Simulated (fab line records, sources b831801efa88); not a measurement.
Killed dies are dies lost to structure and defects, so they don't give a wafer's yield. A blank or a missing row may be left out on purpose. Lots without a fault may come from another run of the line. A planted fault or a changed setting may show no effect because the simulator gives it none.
Which tool did it? | flow gf180mcu | 12 lots, 36 wafers sampled, at 6 steps of a route of 602

WHAT THE GAUGES READ, wafer by wafer
GF_NWELL_TW_MEAS_11. Usual: NWELL_TW 1578, standard deviation 14.
lot  | measured    | on            | NWELL_TW       | flag
L316 | day 3 10:18 | film_metro-01 | 1591 1587 1589 |
L317 | day 3 13:12 | film_metro-01 | 1594 1589 1590 |
L318 | day 3 18:22 | film_metro-03 | 1583 1590 1577 |
L319 | day 4 00:09 | film_metro-04 | 1574 1574 1574 |
L321 | day 4 10:48 | film_metro-01 | 1592 1597 1594 |
L322 | day 4 15:04 | film_metro-03 | 1581 1581 1575 |
L323 | day 4 22:01 | film_metro-03 | 1579 1581 1577 |
L324 | day 5 04:38 | film_metro-03 | 1588 1585 1586 |
L326 | day 5 13:43 | film_metro-04 | 1562 1549 1556 |
L327 | day 5 20:51 | film_metro-04 | 1565 1560 1570 |
L336 | day 7 21:19 | film_metro-03 | 1634 1632 1630 | OFF
L338 | day 8 06:58 | film_metro-03 | 1634 1642 1640 | OFF

GF_VT_IMPLANT_RS_MEAS_47: measures by four-point-probe. Usual: NWELL_RS 488.3 ohm/sq, standard deviation 1.4.
lot  | measured     | on            | NWELL_RS (ohm/sq) | flag
L316 | day 7 14:32  | film_metro-03 | 487.7 490.0 486.9 |
L317 | day 7 19:56  | film_metro-03 | 486.8 489.0 489.2 |
L318 | day 8 01:46  | film_metro-01 | 486.9 487.8 489.8 |
L319 | day 8 08:17  | film_metro-04 | 488.3 487.7 487.4 |
L321 | day 8 22:50  | film_metro-01 | 488.4 487.1 486.2 |
L322 | day 9 04:58  | film_metro-01 | 490.4 488.2 489.4 |
L323 | day 9 13:36  | film_metro-03 | 488.8 489.6 489.6 |
L324 | day 9 18:34  | film_metro-03 | 486.2 485.7 487.2 |
L326 | day 10 09:14 | film_metro-04 | 488.7 490.7 488.4 |
L327 | day 10 17:28 | film_metro-01 | 486.4 486.0 486.9 |
L336 | day 13 06:53 | film_metro-01 | 446.5 448.7 447.6 | OFF
L338 | day 13 16:55 | film_metro-04 | 446.8 446.3 445.9 | OFF

GF_POLY_GATE_THK_MEAS_17. Usual: POLY_GATE_OXIDATION_THK 3.99 nm, standard deviation 0.093.
lot  | measured     | on            | POLY_GATE_OXIDATION_THK (nm) | flag
L316 | day 9 08:12  | film_metro-02 | 3.87 3.96 3.95               |
L317 | day 9 12:14  | film_metro-03 | 3.89 3.91 3.82               |
L318 | day 9 17:36  | film_metro-03 | 3.95 3.88 3.98               |
L319 | day 10 00:11 | film_metro-03 | 3.91 3.83 3.82               |
L321 | day 10 18:38 | film_metro-02 | 4.02 4.00 4.01               |
L322 | day 11 02:44 | film_metro-02 | 3.98 3.92 3.94               |
L323 | day 11 12:38 | film_metro-04 | 3.77 3.87 3.80               |
L324 | day 11 17:40 | film_metro-02 | 4.05 3.99 4.17               |
L326 | day 12 09:39 | film_metro-03 | 3.95 4.00 3.97               |
L327 | day 12 16:22 | film_metro-03 | 3.91 3.91 3.94               |
L336 | day 15 07:56 | film_metro-04 | 4.05 3.99 4.11               |
L338 | day 15 18:26 | film_metro-02 | 4.21 4.17 4.27               |

WHICH TOOL RAN EACH LOT (tool, then ch and the chambers of the sampled wafers, then the start)
lot  | GF_STI_STRIP_15                     | GF_NWELL_IMPLANT_09            | GF_POLY_GATE_STRIP_14
L316 | plasma_asher-03 ch 0,1, day 2 04:09 | implanter-01 ch 0, day 3 10:03 | plasma_asher-01 ch 0,1, day 9 06:38
L317 | plasma_asher-03 ch 0,1, day 2 06:57 | implanter-04 ch 0, day 3 12:57 | plasma_asher-03 ch 0,1, day 9 10:50
L318 | plasma_asher-04 ch 0,1, day 2 12:06 | implanter-02 ch 0, day 3 18:08 | plasma_asher-03 ch 0,1, day 9 16:11
L319 | plasma_asher-03 ch 0,1, day 2 17:24 | implanter-02 ch 0, day 3 23:54 | plasma_asher-01 ch 0,1, day 9 22:47
L321 | plasma_asher-01 ch 0,1, day 3 03:24 | implanter-04 ch 0, day 4 10:33 | plasma_asher-03 ch 0, day 10 17:14
L322 | plasma_asher-01 ch 0,1, day 3 08:06 | implanter-04 ch 0, day 4 14:49 | plasma_asher-01 ch 0,1, day 10 23:14
L323 | plasma_asher-03 ch 0,1, day 3 13:15 | implanter-01 ch 0, day 4 21:47 | plasma_asher-04 ch 0,1, day 11 08:47
L324 | plasma_asher-04 ch 0,1, day 3 19:29 | implanter-02 ch 0, day 5 04:25 | plasma_asher-01 ch 0,1, day 11 13:17
L326 | plasma_asher-03 ch 0, day 4 04:29   | implanter-04 ch 0, day 5 13:28 | plasma_asher-03 ch 0,1, day 12 08:08
L327 | plasma_asher-03 ch 0,1, day 4 10:15 | implanter-01 ch 0, day 5 20:36 | plasma_asher-04 ch 0,1, day 12 14:58
L336 | plasma_asher-04 ch 0,1, day 6 08:18 | implanter-04 ch 0, day 7 21:05 | plasma_asher-01 ch 0,1, day 15 06:31
L338 | plasma_asher-04 ch 1, day 6 18:30   | implanter-04 ch 0, day 8 06:43 | plasma_asher-04 ch 0, day 15 16:52
- GF_STI_STRIP_15: strips in O2/N2.
- GF_NWELL_IMPLANT_09
- GF_POLY_GATE_STRIP_14: strips in O2/N2.

WHAT THE TOOLS THEMSELVES READ (means of the sampled wafers that have a number; where no wafer has one, the mark that the record gives instead)
GF_STI_STRIP_15. Usual: drypump_motor_current_A 5.53 A, standard deviation 0.29; heater_power_w 325 W, standard deviation 23; n2_flow_sccm 299.9 sccm, standard deviation 0.83; oes_product_au 0.386 a.u., standard deviation 0.005; strip_time_to_endpoint_s 3.76 s, standard deviation 0.033.
lot  | tool            | drypump_motor_current_A (A) | heater_power_w (W) | n2_flow_sccm (sccm) | oes_product_au (a.u.) | strip_time_to_endpoint_s (s) | flag
L316 | plasma_asher-03 | 5.69                        | 345                | 300.1               | 0.385                 | 3.74                         |
L317 | plasma_asher-03 | 5.70                        | 346                | 298.9               | 0.387                 | 3.80                         |
L318 | plasma_asher-04 | 5.28                        | 316                | 300.5               | 0.385                 | 3.72                         |
L319 | plasma_asher-03 | 5.82                        | 373                | 300.8               | 0.386                 | 3.75                         |
L321 | plasma_asher-01 | 5.86                        | 314                | 299.6               | 0.387                 | 3.77                         |
L322 | plasma_asher-01 | 5.74                        | 310                | 299.9               | 0.388                 | 3.76                         |
L323 | plasma_asher-03 | 5.83                        | 361                | 300.2               | 0.382                 | 3.69                         |
L324 | plasma_asher-04 | 5.27                        | 324                | 299.9               | 0.383                 | 3.76                         |
L326 | plasma_asher-03 | 5.57                        | 330                | 300.2               | 0.378                 | 3.76                         |
L327 | plasma_asher-03 | 5.69                        | 344                | 298.6               | 0.386                 | 3.75                         |
L336 | plasma_asher-04 | 5.25                        | 316                | 299.9               | 0.381                 | 3.78                         |
L338 | plasma_asher-04 | 5.22                        | 319                | 301.5               | 0.383                 | 3.75                         |

GF_NWELL_IMPLANT_09. Usual: dose_ions_cm2 3.999e+12, standard deviation 4.6e+09; faraday_current_uA 22.5, standard deviation 0.46.
lot  | tool         | dose_ions_cm2 | faraday_current_uA | flag
L316 | implanter-01 | 3.995e+12     | 22.6               |
L317 | implanter-04 | 4.004e+12     | 22.1               |
L318 | implanter-02 | 3.995e+12     | 22.5               |
L319 | implanter-02 | 3.996e+12     | 22.4               |
L321 | implanter-04 | 3.996e+12     | 22.6               |
L322 | implanter-04 | 3.995e+12     | 22.7               |
L323 | implanter-01 | 3.999e+12     | 22.0               |
L324 | implanter-02 | 3.996e+12     | 22.5               |
L326 | implanter-04 | 4.002e+12     | 22.5               |
L327 | implanter-01 | 3.994e+12     | 22.5               |
L336 | implanter-04 | 6.621e+12     | 37.3               | OFF
L338 | implanter-04 | 6.628e+12     | 37.4               | OFF

GF_POLY_GATE_STRIP_14. Usual: drypump_motor_current_A 5.61 A, standard deviation 0.29; heater_power_w 325 W, standard deviation 26; n2_flow_sccm 300.0 sccm, standard deviation 0.86; oes_product_au 0.504 a.u., standard deviation 0.0042.
lot  | tool            | drypump_motor_current_A (A) | heater_power_w (W) | n2_flow_sccm (sccm) | oes_product_au (a.u.) | flag
L316 | plasma_asher-01 | 5.90                        | 315                | 299.7               | 0.504                 |
L317 | plasma_asher-03 | 5.82                        | 374                | 299.1               | 0.501                 |
L318 | plasma_asher-03 | 5.82                        | 364                | 299.7               | 0.501                 |
L319 | plasma_asher-01 | 5.85                        | 315                | 300.4               | 0.502                 |
L321 | plasma_asher-03 | 5.56                        | 329                | 300.9               | 0.508                 |
L322 | plasma_asher-01 | 5.71                        | 308                | 298.7               | 0.504                 |
L323 | plasma_asher-04 | 5.29                        | 315                | 300.3               | 0.506                 |
L324 | plasma_asher-01 | 5.88                        | 310                | 299.8               | 0.506                 |
L326 | plasma_asher-03 | 5.82                        | 364                | 299.3               | 0.504                 |
L327 | plasma_asher-04 | 5.29                        | 319                | 300.4               | 0.503                 |
L336 | plasma_asher-01 | 5.85                        | 308                | 299.6               | 0.505                 |
L338 | plasma_asher-04 | 5.31                        | 313                | 300.0               | 0.503                 |

THE ANSWER, worked out from the rows above alone
Rule: a lot is off if the mean of its wafers that have a number lies more than 3 standard deviations from the usual mean. A lot without any number at a reading at which 4 lots or more have one is off too. The other lots that the step has rows for count as sound. The gauges are gone through in route order, then the tools' own readings, and for those a lot's mean is taken as printed above. The first step at which some lot is off is used, and at that step the reading that is off furthest; a lot without a number counts as furthest.
Off: L336, L338, at GF_NWELL_TW_MEAS_11 (NWELL_TW).
A tool fits if, at a process step before that reading, it ran every lot that is off, and no sound lot after the first of them. The gauges at GF_NWELL_TW_MEAS_11 aren't tried: what is off there is off at GF_VT_IMPLANT_RS_MEAS_47 too, on other tools, and a gauge's error can't cause that. Can't be told from this: 2 tools fit, plasma_asher-04 at GF_STI_STRIP_15, implanter-04 at GF_NWELL_IMPLANT_09.

WHAT THE SIMULATOR HAD PUT IN
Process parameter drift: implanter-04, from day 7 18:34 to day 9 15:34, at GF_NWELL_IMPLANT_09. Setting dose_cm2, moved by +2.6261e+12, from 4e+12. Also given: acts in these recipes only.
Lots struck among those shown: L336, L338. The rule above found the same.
